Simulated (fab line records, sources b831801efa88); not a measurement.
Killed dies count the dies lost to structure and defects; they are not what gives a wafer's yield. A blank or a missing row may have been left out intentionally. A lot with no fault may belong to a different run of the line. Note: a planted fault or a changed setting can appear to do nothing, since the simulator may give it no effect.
Matching of chambers :: flow gf180mcu :: cmp-02 running GF_V4_CMP_04: 4 sister chambers
The step polishes SiO2. 20 wafers are shown with their chamber, then 10 later ones without.

## EACH WAFER AND ITS CHAMBER
wafer: L780.2
chamber: 1
motorCurrentA (A): 12.2
timeToEndpointS (s): 82

wafer: L780.3
chamber: 3
motorCurrentA (A): 12.2
timeToEndpointS (s): 81

wafer: L780.4
chamber: 0
motorCurrentA (A): 10.1
timeToEndpointS (s): 81

wafer: L781.1
chamber: 1
motorCurrentA (A): 13.3
timeToEndpointS (s): 79

wafer: L781.2
chamber: 3
motorCurrentA (A): 11.7
timeToEndpointS (s): 75

wafer: L781.4
chamber: 0
motorCurrentA (A): 10.1
timeToEndpointS (s): 80

wafer: L782.1
chamber: 1
motorCurrentA (A): 12.9
timeToEndpointS (s): 83

wafer: L782.3
chamber: 3
motorCurrentA (A): 12.6
timeToEndpointS (s): 82

wafer: L782.5
chamber: 2
motorCurrentA (A): 13.5
timeToEndpointS (s): 87

wafer: L784.2
chamber: 1
motorCurrentA (A): 12.3
timeToEndpointS (s): 79

wafer: L784.4
chamber: 0
motorCurrentA (A): 10.1
timeToEndpointS (s): 81

wafer: L784.5
chamber: 3
motorCurrentA (A): 11.9
timeToEndpointS (s): 81

wafer: L786.2
chamber: 0
motorCurrentA (A): 10.0
timeToEndpointS (s): 72

wafer: L786.5
chamber: 1
motorCurrentA (A): 13.2
timeToEndpointS (s): 80

wafer: L786.6
chamber: 0
motorCurrentA (A): 10.8
timeToEndpointS (s): 77

wafer: L788.3
chamber: 0
motorCurrentA (A): 10.3
timeToEndpointS (s): 80

wafer: L788.5
chamber: 3
motorCurrentA (A): 12.1
timeToEndpointS (s): 87

wafer: L788.6
chamber: 0
motorCurrentA (A): 9.9
timeToEndpointS (s): 84

wafer: L790.1
chamber: 2
motorCurrentA (A): 12.7
timeToEndpointS (s): 79

wafer: L790.4
chamber: 0
motorCurrentA (A): 11.1
timeToEndpointS (s): 86

SIGNATURES (averages over the wafers above)
reading: motorCurrentA
chamber 0: 10.300
chamber 1: 12.780
chamber 2: 13.100
chamber 3: 12.100
scatter within a chamber: 0.438

reading: timeToEndpointS
chamber 0: 80.12
chamber 1: 80.60
chamber 2: 83.00
chamber 3: 81.20
scatter within a chamber: 3.91
Rule: a wafer lies at a distance from a chamber equal to the root of the sum of squares, over the readings, of (its reading less the chamber's mean, divided by the reading's scatter). The wafer belongs to the nearest chamber; if the next one is less than 2 further off, it can't be placed. The scatter: take each reading less its chamber's mean, square it, sum over the shown wafers, divide by the number of wafers less the number of chambers, and take the root.

## WAFERS WITHOUT THEIR CHAMBER
wafer: L790.5
motorCurrentA (A): 11.5
timeToEndpointS (s): 84

wafer: L797.1
motorCurrentA (A): 12.1
timeToEndpointS (s): 83

wafer: L797.4
motorCurrentA (A): 13.3
timeToEndpointS (s): 85

wafer: L797.6
motorCurrentA (A): 10.0
timeToEndpointS (s): 85

wafer: L799.2
motorCurrentA (A): 12.9
timeToEndpointS (s): 82

wafer: L799.3
motorCurrentA (A): 11.2
timeToEndpointS (s): 72

wafer: L799.6
motorCurrentA (A): 13.2
timeToEndpointS (s): 81

wafer: L801.2
motorCurrentA (A): 12.1
timeToEndpointS (s): 93

wafer: L801.3
motorCurrentA (A): 12.2
timeToEndpointS (s): 88

wafer: L801.6
motorCurrentA (A): 12.8
timeToEndpointS (s): 92

## THE CHAMBER EACH PASSED THROUGH
wafer: L790.5
from the rows above: can't be placed: 3 or 0 or 1
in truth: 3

wafer: L797.1
from the rows above: can't be placed: 3 or 1 or 2
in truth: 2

wafer: L797.4
from the rows above: can't be placed: 2 or 1
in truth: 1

wafer: L797.6
from the rows above: 0
in truth: 0

wafer: L799.2
from the rows above: can't be placed: 1 or 2 or 3
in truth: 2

wafer: L799.3
from the rows above: can't be placed: 0 or 3 or 1
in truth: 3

wafer: L799.6
from the rows above: can't be placed: 2 or 1 or 3
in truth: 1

wafer: L801.2
from the rows above: can't be placed: 3 or 2 or 1
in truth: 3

wafer: L801.3
from the rows above: can't be placed: 3 or 1 or 2
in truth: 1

wafer: L801.6
from the rows above: can't be placed: 2 or 1 or 3
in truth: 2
Correctly placed: 1 of 10. Cannot be placed on the basis of these rows: 9; the candidates contain the true chamber in 9. Placed wrongly: 0.
